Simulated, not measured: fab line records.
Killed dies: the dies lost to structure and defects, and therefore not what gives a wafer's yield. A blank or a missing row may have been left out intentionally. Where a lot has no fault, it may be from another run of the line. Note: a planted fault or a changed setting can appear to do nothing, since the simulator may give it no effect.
Which tool was responsible? ; flow gf180mcu ; 12 lots with 36 wafers sampled at 4 steps, on a route of 602 steps

== WHAT EACH GAUGE READ, for each wafer ==
GF_MVPSD_OVL_MEAS_07. Usual: MVPSD_OVL typically reads -0.4 nm, with standard deviation 1.5.
lot;measured;on;MVPSD_OVL (nm);flag
L501;day 5 03:12;overlay-01;0.4 -0.3 -1.0;
L502;day 5 07:01;overlay-02;-0.7 0.3 -1.8;
L506;day 6 06:53;overlay-02;1.0 0.3 0.3;
L510;day 7 04:28;overlay-02;0.0 -1.5 0.7;
L511;day 7 11:05;overlay-02;-1.2 -2.8 -2.2;
L513;day 8 00:42;overlay-02;1.9 4.0 2.3;
L515;day 8 12:10;overlay-02;0.6 0.1 -1.4;
L519;day 9 10:59;overlay-01;-0.9 1.4 0.0;
L520;day 9 17:31;overlay-01;-2.0 -0.9 0.5;
L522;day 10 04:37;overlay-02;-3.2 -1.2 -1.8;
L523;day 10 11:34;overlay-01;1.3 1.9 0.4;
L524;day 10 20:49;overlay-01;-0.3 0.4 -0.6;

GF_VT_IMPLANT_TW_MEAS_10. Usual: VT_IMPLANT_TW typically reads 562, with standard deviation 3.5.
lot;measured;on;VT_IMPLANT_TW;flag
L501;day 5 17:50;film_metro-03;561 558 562;
L502;day 5 21:57;film_metro-02;554 554 556;
L506;day 6 22:23;film_metro-02;561 559 561;
L510;day 7 20:28;film_metro-01;564 562 568;
L511;day 8 03:16;film_metro-01;564 562 563;
L513;day 8 17:47;film_metro-01;564 566 561;
L515;day 9 05:02;film_metro-01;564 562 564;
L519;day 10 04:33;film_metro-01;550 551 552;OFF
L520;day 10 12:31;film_metro-03;548 546 549;OFF
L522;day 10 23:01;film_metro-01;569 566 566;
L523;day 11 06:07;film_metro-02;557 557 562;
L524;day 11 15:56;film_metro-03;560 559 562;

== TOOL THAT RAN EACH LOT (tool first, then ch and the chambers of the sampled wafers, then the start) ==
lot;GF_NWELL_STRIP_10;GF_VT_IMPLANT_IMPLANT_08
L501;plasma_asher-02 ch 0,1, day 3 09:29;implanter-01 ch 0, day 5 17:35
L502;plasma_asher-04 ch 0,1, day 3 13:56;implanter-03 ch 0, day 5 21:43
L506;plasma_asher-01 ch 0,1, day 4 11:35;implanter-03 ch 0, day 6 22:08
L510;plasma_asher-04 ch 0,1, day 5 08:35;implanter-04 ch 0, day 7 20:13
L511;plasma_asher-02 ch 0,1, day 5 12:12;implanter-03 ch 0, day 8 03:01
L513;plasma_asher-01 ch 0,1, day 6 02:31;implanter-03 ch 0, day 8 17:34
L515;plasma_asher-01 ch 0,1, day 6 12:33;implanter-01 ch 0, day 9 04:47
L519;plasma_asher-02 ch 0,1, day 7 09:11;implanter-01 ch 0, day 10 04:19
L520;plasma_asher-01 ch 0,1, day 7 14:58;implanter-01 ch 0, day 10 12:19
L522;plasma_asher-01 ch 0,1, day 8 01:56;implanter-03 ch 0, day 10 22:48
L523;plasma_asher-04 ch 0,1, day 8 06:41;implanter-03 ch 0, day 11 05:52
L524;plasma_asher-01 ch 0,1, day 8 16:05;implanter-04 ch 0, day 11 15:41
- GF_NWELL_STRIP_10: strips in O2/N2.
- GF_VT_IMPLANT_IMPLANT_08

== AS READ BY THE TOOLS THEMSELVES (means over the sampled wafers that have a number; for cases with no such wafer, the mark the record gives instead) ==
GF_NWELL_STRIP_10. Usual: drypump_motor_current_A 5.7 A, standard deviation 0.33; heater_power_w 336 W, standard deviation 36; oes_product_au 0.722 a.u., standard deviation 0.0049; strip_time_to_endpoint_s 37.00 s, standard deviation 0.11.
lot;tool;drypump_motor_current_A (A);heater_power_w (W);oes_product_au (a.u.);strip_time_to_endpoint_s (s);flag
L501;plasma_asher-02;5.7;306;0.721;36.94;
L502;plasma_asher-04;6.0;311;0.723;36.92;
L506;plasma_asher-01;5.7;358;0.716;37.13;
L510;plasma_asher-04;6.0;309;0.724;37.01;
L511;plasma_asher-02;5.7;307;0.721;37.05;
L513;plasma_asher-01;5.6;362;0.721;37.11;
L515;plasma_asher-01;5.6;356;0.725;37.01;
L519;plasma_asher-02;5.7;312;0.722;37.04;
L520;plasma_asher-01;5.7;364;0.727;37.09;
L522;plasma_asher-01;5.6;361;0.723;37.13;
L523;plasma_asher-04;6.0;309;0.722;36.93;
L524;plasma_asher-01;5.7;367;0.721;37.06;

GF_VT_IMPLANT_IMPLANT_08. Usual: dose_ions_cm2 8.29e+12, standard deviation 9.5e+09; faraday_current_uA 46.8, standard deviation 0.9.
lot;tool;dose_ions_cm2;faraday_current_uA;flag
L501;implanter-01;8.28e+12;46.7;
L502;implanter-03;8.30e+12;47.3;
L506;implanter-03;8.29e+12;46.6;
L510;implanter-04;8.29e+12;46.4;
L511;implanter-03;8.28e+12;46.7;
L513;implanter-03;8.28e+12;47.3;
L515;implanter-01;8.29e+12;47.8;
L519;implanter-01;7.60e+12;43.9;OFF
L520;implanter-01;7.60e+12;44.2;OFF
L522;implanter-03;8.29e+12;45.9;
L523;implanter-03;8.29e+12;46.6;
L524;implanter-04;8.30e+12;46.6;

== THE ANSWER, worked out from the rows above alone ==
Rule: a lot counts as off when the mean over its wafers that have a number is more than 3 standard deviations away from the usual mean. Also off: a lot with no number at a reading for which 4 or more lots have one. Any other lot the step has rows for is counted as sound. Order of review: gauges by route order, followed by the tools' own readings, for which a lot's mean as printed above is used. At the first step where some lot is off, the reading lying furthest off is the one used; lots without a number count as furthest.
Off: L519, L520, seen at GF_VT_IMPLANT_TW_MEAS_10 (VT_IMPLANT_TW).
A tool fits if, at a process step before that reading, it ran every lot that is off, and no sound lot after the first of them. Not tried: the gauges at GF_VT_IMPLANT_TW_MEAS_10; whatever is off there is also off at GF_VT_IMPLANT_IMPLANT_08, on other tools, and gauge error can't account for it. One fits: implanter-01 at GF_VT_IMPLANT_IMPLANT_08. A fault onset in the window from L515 (day 9 04:47, its last sound lot) to L519 (day 10 04:19, its first lot off) fits.
The tool's own readings at GF_VT_IMPLANT_IMPLANT_08 bear it out: on the lots that are off they differ by more than 5 times the standard deviation of the sound lots' means. dose_ions_cm2 reads 7.60e+12 there against 8.29e+12 on the sound lots; faraday_current_uA reads 44.0 there against 46.8 on the sound lots.

== WHAT HAD BEEN PUT IN BY THE SIMULATOR ==
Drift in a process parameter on implanter-01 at GF_VT_IMPLANT_IMPLANT_08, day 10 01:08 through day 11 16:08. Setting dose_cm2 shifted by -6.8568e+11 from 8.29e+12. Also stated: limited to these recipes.
Struck lots among those shown: L519, L520. The rule above found the same.
